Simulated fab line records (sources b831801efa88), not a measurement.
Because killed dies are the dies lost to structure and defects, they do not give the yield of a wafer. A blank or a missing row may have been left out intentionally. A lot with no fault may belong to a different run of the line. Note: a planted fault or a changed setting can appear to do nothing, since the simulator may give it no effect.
Struck lot and sound lot, side by side	flow sky130	19 out of 708 route steps
Sound: these wafers, L171.1, L171.2, L171.4. Wafers struck: L179.2, L179.4, L179.6. The cause is given at the end.
Order at every step that has rows: each side's tool, ch and its chambers, its first start. Under that, the readings that differ: sound wafers	struck wafers	difference of the means	sigmas: that difference in standard deviations of wafers without a fault.
alike: readings whose means differ by less than 2 such deviations, and words and numbers that are the same on both sides. not compared: withheld readings, readings that some wafer has no value for, bounds like >300 that may hide the same value, and numbers for which the record gives no deviation and whose values overlap.
Wherever a step has rows on one side only, a row that says differs or no value, or a row with sigmas, the two part there. Numbers that have no deviation but don't overlap get no sigmas and don't part them. A reading that every wafer of one side lacks parts them only if that side has two wafers or more.

SKY_LDD_LDN_TW_MEAS_13:
  struck on film_metro-03, day 28 15:17; sound on film_metro-02, day 26 02:49
reading	sound	struck	difference	sigmas
LDD_LDN_TW	1495 1496 1495	1467 1464 1469	-29	-2
then, 2 steps without rows for these wafers: SKY_LDD_LDN_CLEAN_14 (cleans in SC1/SC2, time 150 s); SKY_SPACER_CVD_00 (deposits Si3N4 from DCS/NH3, target thk 43.1 nm, time 740 s).
SKY_SPACER_THK_MEAS_01:
  struck on film_metro-01, day 28 17:16; sound on film_metro-02, day 26 05:16
  alike: SPACER_CVD_00_THK
SKY_SPACER_ETCHBACK_02: etches Si3N4 in CH3F/O2, stops on SiO2, time 46.7 s, target depth 45 nm.
  sound on rie_diel-03 ch 0,1,3, day 26 05:20; struck on rie_diel-03 ch 0,1,3, day 28 17:19
  alike: ch3f_flow_sccm, drypump_motor_current_A, oes_product_au, throttle_valve_pct
  not compared: rf_hours_counter_h
then, 7 steps without rows for these wafers: SKY_POLY_CUT_DEHYDRATE_00 (time 60 s); SKY_POLY_CUT_HMDS_01 (prime time 60 s); SKY_POLY_CUT_COAT_02 (resist thk 60 nm); SKY_POLY_CUT_COAT_03 (resist thk 450 nm); SKY_POLY_CUT_SOFTBAKE_04 (time 90 s); SKY_POLY_CUT_EXPOSE_05 (exposes mask NPCM, target cd 270 nm); SKY_POLY_CUT_PEB_06.
SKY_POLY_CUT_DEVELOP_07: develop time 60 s.
  sound on litho_track-03 ch 0, day 27 10:00; struck on litho_track-01 ch 0, day 29 21:00
SKY_POLY_CUT_CD_MEAS_08 targets a cd of 270 nm.
  struck on cd_sem-01, day 29 21:51; sound on cd_sem-01, day 27 10:12
reading	sound	struck	difference	sigmas
cd_nm (nm)	273.7 273.1 273.1	265.1 262.4 264.3	-9.4	-6
SKY_POLY_CUT_OVL_MEAS_09:
  struck on overlay-02, day 29 21:58; sound on overlay-02, day 27 10:19
  alike: POLY_CUT_OVL
SKY_POLY_CUT_ETCH_10: etches BARC in N2/H2, stops on SiO2, time 45.9 s, target depth 60 nm.
  sound on rie_diel-01 ch 1,2,3, day 27 10:21; struck on rie_diel-03 ch 1,3, day 29 21:59
reading	sound	struck	difference	sigmas
model.POLY_CUT.cd_nm (nm)	273 272.9 272.2	265.4 262.4 263.9	-8.8	
  alike: drypump_motor_current_A, oes_product_au, throttle_valve_pct
  not compared: rf_hours_counter_h
SKY_POLY_CUT_ETCH_11: etches Si3N4 in CF4/CH2F2/Ar, stops on poly-Si, time 42.5 s, target depth 60 nm.
  sound on rie_diel-01 ch 1,2,3, day 27 10:24; struck on rie_diel-03 ch 1,3, day 29 22:03
reading	sound	struck	difference	sigmas
model.POLY_CUT.cd_nm (nm)	272.9 272.8 272.2	265.4 262.4 263.9	-8.7	
  alike: drypump_motor_current_A, oes_product_au, throttle_valve_pct
  not compared: rf_hours_counter_h
SKY_POLY_CUT_STRIP_12: strips in O2/N2.
  sound on plasma_asher-03 ch 0,1, day 27 10:26; struck on plasma_asher-04 ch 0,1, day 29 22:07
  alike: drypump_motor_current_A, oes_product_au, strip_time_to_endpoint_s
  not compared: rf_hours_counter_h
-- record jumps: 20 days separate the struck wafers' starts on either side; left off in module POLY_CUT, taken up again in module PAD_OPEN, whose first shown step is the route's number 708 --
SKY_PAD_OPEN_PROBE_99:
  struck on prober-02, day 49 17:06; sound on prober-01, day 47 23:17
  alike: killed_at_M0_to_M3, killed_at_M4_up, killed_at_contacts, killed_at_front_end, killed_at_other, killed_dies, killed_open, killed_short

WHERE THEY PART
Last at SKY_POLY_CUT_CD_MEAS_08 as far as this record goes, first at SKY_LDD_LDN_TW_MEAS_13. Later steps at which nothing parts them and some readings are alike: SKY_POLY_CUT_OVL_MEAS_09, SKY_POLY_CUT_ETCH_10, SKY_POLY_CUT_ETCH_11, SKY_POLY_CUT_STRIP_12, SKY_PAD_OPEN_PROBE_99.

WHY: whatever the simulator had introduced
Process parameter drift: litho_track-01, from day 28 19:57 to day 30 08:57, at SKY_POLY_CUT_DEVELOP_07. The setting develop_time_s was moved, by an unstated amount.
